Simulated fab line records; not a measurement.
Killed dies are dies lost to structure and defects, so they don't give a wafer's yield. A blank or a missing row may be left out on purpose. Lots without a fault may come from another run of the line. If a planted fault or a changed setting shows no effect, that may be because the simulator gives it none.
A lot that was struck, set against a sound lot	flow sky130	27 out of 708 route steps
Sound: the wafers L875.2, L875.3, L875.5. Struck: wafer L895.2 (left out: L895.1, L895.5 of the same lot, which were not struck); the cause appears at the end.
Each step with rows lists, per side, the tool, then ch with its chambers, then its first start. Under that, the readings that differ: sound wafers	struck wafers	difference of the means	sigmas: that difference in standard deviations of wafers without a fault.
alike: readings with means less than 2 such deviations apart, plus words and numbers identical on both sides. not compared: withheld readings, readings lacking a value on some wafer, bounds such as >300 that could conceal the same value, and numbers that have no deviation in the record and whose values overlap.
A row with sigmas, a row that says differs or no value, or rows on one side alone: a step with any of these is where the two part. Non-overlapping numbers with no deviation appear without sigmas and do not part them. Lack of a reading on every wafer of one side parts them only where that side has two or more wafers.

SKY_VIA4_ETCH_12: etches SiO2 in C4F8/O2/Ar, stops on TiN, target depth 580 nm.
  sound on rie_diel-04 ch 1,2, day 43 04:23; struck on rie_diel-02 ch 3, day 48 13:16
  alike: oes_product_au
then, 4 steps without rows for these wafers: SKY_VIA4_STRIP_13 (strips in O2/N2); SKY_VIA4_STRIP_14 (strips in post etch residue remover, time 1200 s); SKY_VIA4_CLEAN_15 (cleans in IPA, time 180 s); SKY_VIA4_CLEAN_16 (cleans in O3/DIW).
SKY_VIA4_SPUTTER_17: material TiN, target thk 20 nm, time 80 s.
  struck on pvd_sputter-01, day 48 13:59; sound on pvd_sputter-02, day 43 05:04
  alike: throttle_valve_pct
SKY_VIA4_CVD_18: deposits W, target thk 505 nm, time 152.14 s.
  sound on cvd_w-01 ch 0,1, day 43 05:07; struck on cvd_w-02 ch 1, day 48 14:02
  alike: chamber_pressure_Torr, heater_power_w, susceptor_temp_C
SKY_VIA4_RS_MEAS_19: uses a four-point probe to measure.
  struck on film_metro-02, day 48 14:11; sound on film_metro-01, day 43 05:17
  alike: VIA4_W_RS
SKY_VIA4_THK_MEAS_20: measures by xrf.
  struck on film_metro-02, day 48 14:19; sound on film_metro-01, day 43 05:24
  alike: VIA4_W_THK
then, 2 steps without rows for these wafers: SKY_VIA4_CMP_21 (polishes, stops on SiO2, t overpolish 25 s, target thk 0 nm); SKY_METAL5_SPUTTER_00 (material Ti, target thk 15 nm, time 10 s).
SKY_METAL5_SPUTTER_01: material TiN, target thk 20 nm, time 16.7 s.
  struck on pvd_sputter-04, day 48 14:41; sound on pvd_sputter-01, day 43 05:46
reading	sound	struck	difference	sigmas
throttle_valve_pct (%)	29.7 29.0 30.1	32.1	+2.5	+2
SKY_METAL5_SPUTTER_02: material AlCu, target thk 1150 nm, time 61.2 s.
  struck on pvd_sputter-04, day 48 14:43; sound on pvd_sputter-01, day 43 05:48
reading	sound	struck	difference	sigmas
throttle_valve_pct (%)	29.9 29.1 30.4	32.4	+2.6	+2
model.AlCu_of_METAL5_SPUTTER_02.thk_nm (nm)	1157 1161 1158	1235	+76	
then, 2 steps without rows for these wafers: SKY_METAL5_SPUTTER_03 (material Ti, target thk 5 nm, time 3.3 s); SKY_METAL5_SPUTTER_04 (material TiN, target thk 70 nm, time 58.3 s).
SKY_METAL5_RS_MEAS_05: uses a four-point probe to measure.
  struck on film_metro-01, day 48 15:08; sound on film_metro-03, day 43 05:56
reading	sound	struck	difference	sigmas
METAL5_ALCU_RS (ohm/sq)	0.02687 0.0268 0.02682	0.02514	-0.00169	-7
  not compared: hold
SKY_METAL5_THK_MEAS_06: measures by xrf.
  struck on film_metro-01, day 48 15:54; sound on film_metro-03, day 43 06:03
reading	sound	struck	difference	sigmas
METAL5_ALCU_THK (nm)	1164 1161 1159	1228	+67	+5
  not compared: hold
then, 7 steps without rows for these wafers: SKY_METAL5_HMDS_08 (prime time 60 s); SKY_METAL5_COAT_09 (resist thk 1800 nm); SKY_METAL5_SOFTBAKE_10 (time 60 s); SKY_METAL5_EXPOSE_11 (exposes mask MM5, target cd 1600 nm); SKY_METAL5_PEB_12; SKY_METAL5_DEVELOP_13 (develop time 60 s); SKY_METAL5_DESCUM_14 (chemistry O2, time 11 s).
SKY_METAL5_METAL_ETCH_15: etches the open film in Cl2/BCl3, stops on SiO2, target depth 1260 nm, time 252 s.
  sound on rie_metal-01 ch 0,1, day 44 04:17; struck on rie_metal-01 ch 1, day 49 08:52
reading	sound	struck	difference	sigmas
oes_product_au (a.u.)	0.877 0.893 0.897	0.917	+0.028	+5
throttle_valve_pct (%)	22.260 22.269 22.265	22.282	+0.017	+2
  alike: drypump_motor_current_A
  not compared: rf_hours_counter_h
SKY_METAL5_STRIP_16: strips in O2/N2.
  sound on plasma_asher-03 ch 0,1, day 44 04:32; struck on plasma_asher-02 ch 1, day 49 09:07
  alike: drypump_motor_current_A, oes_product_au, strip_time_to_endpoint_s
  not compared: rf_hours_counter_h
SKY_PAD_OPEN_PROBE_99:
  struck on prober-01, day 50 21:11; sound on prober-01, day 46 03:37
reading	sound	struck	difference	sigmas
sort_bin_3_pad_short (%)	1.2 1.0 0.8	1.8	+0.8	+2
model.etest.met5.rs_ohm_sq	0.02689 0.02712 0.02699	0.02535	-0.00165	
model.etest.met5.line_ohm_um	0.01681 0.01693 0.01685	0.01583	-0.00103	
  alike: defect_limited_yield, killed_at_M0_to_M3, killed_at_M4_up, killed_at_contacts, killed_at_front_end, killed_at_other, killed_dies, killed_open, killed_short, sort_bin_5_function, sort_bin_6_memory, sort_n_pass, sort_yield_pct

## WHERE THEY PART
First at SKY_METAL5_SPUTTER_01; last, within this record, at SKY_PAD_OPEN_PROBE_99.

WHY: whatever the simulator had introduced
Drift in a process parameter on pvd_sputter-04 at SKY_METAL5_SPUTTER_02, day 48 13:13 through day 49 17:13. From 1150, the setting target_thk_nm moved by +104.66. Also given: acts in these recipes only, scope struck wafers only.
